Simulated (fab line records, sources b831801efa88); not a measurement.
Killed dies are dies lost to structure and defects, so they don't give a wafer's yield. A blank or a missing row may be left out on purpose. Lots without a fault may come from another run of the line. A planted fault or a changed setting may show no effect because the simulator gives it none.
Chamber matching | flow sky130 | SKY_CONTACT_CMP_27 on cmp-02: 4 sister chambers
The step polishes, stops on SiO2, t overpolish 15 s, target thk 0 nm. 8 wafers are shown with their chamber, then 6 later ones without.

WAFERS WITH THEIR CHAMBER
wafer  | chamber | motor_current_A (A) | time_to_endpoint_s (s)
L912.4 | 0       | 8.9                 | 86
L915.4 | 3       | 10.6                | 79
L917.5 | 2       | 10.3                | 79
L920.2 | 2       | 10.4                | 82
L920.4 | 0       | 8.6                 | 87
L920.5 | 1       | 12.0                | 88
L926.3 | 1       | 11.7                | 82
L926.6 | 3       | 9.5                 | 80

WAFERS WITHOUT THEIR CHAMBER
wafer  | motor_current_A (A) | time_to_endpoint_s (s)
L931.2 | 10.7                | 78
L931.4 | 10.5                | 80
L931.5 | 11.5                | 86
L932.1 | 10.4                | 80
L932.3 | 11.7                | 86
L932.6 | 11.0                | 84

WHICH CHAMBER EACH WENT THROUGH
wafer  | from the rows above          | in truth
L931.2 | can't be placed: 2 or 3      | 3
L931.4 | can't be placed: 2 or 3      | 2
L931.5 | 1                            | 1
L932.1 | can't be placed: 2 or 3      | 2
L932.3 | 1                            | 1
L932.6 | can't be placed: 1 or 2 or 3 | 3
Placed correctly: 2 of 6. Can't be placed from these rows: 4 (the true chamber is among the candidates in 4). Placed wrongly: 0.
How it was worked out, from the rows above alone: a wafer's distance from a chamber is the root of the sum, over the readings, of the square of ((its reading less the chamber's mean) divided by the reading's scatter). The wafer belongs to the nearest chamber; if the next one is less than 2 further off, it can't be placed. A chamber's mean is the mean of its shown wafers. The scatter: the root of (the sum of the squares of (reading less its chamber's mean) over the shown wafers, divided by (wafers less chambers)).
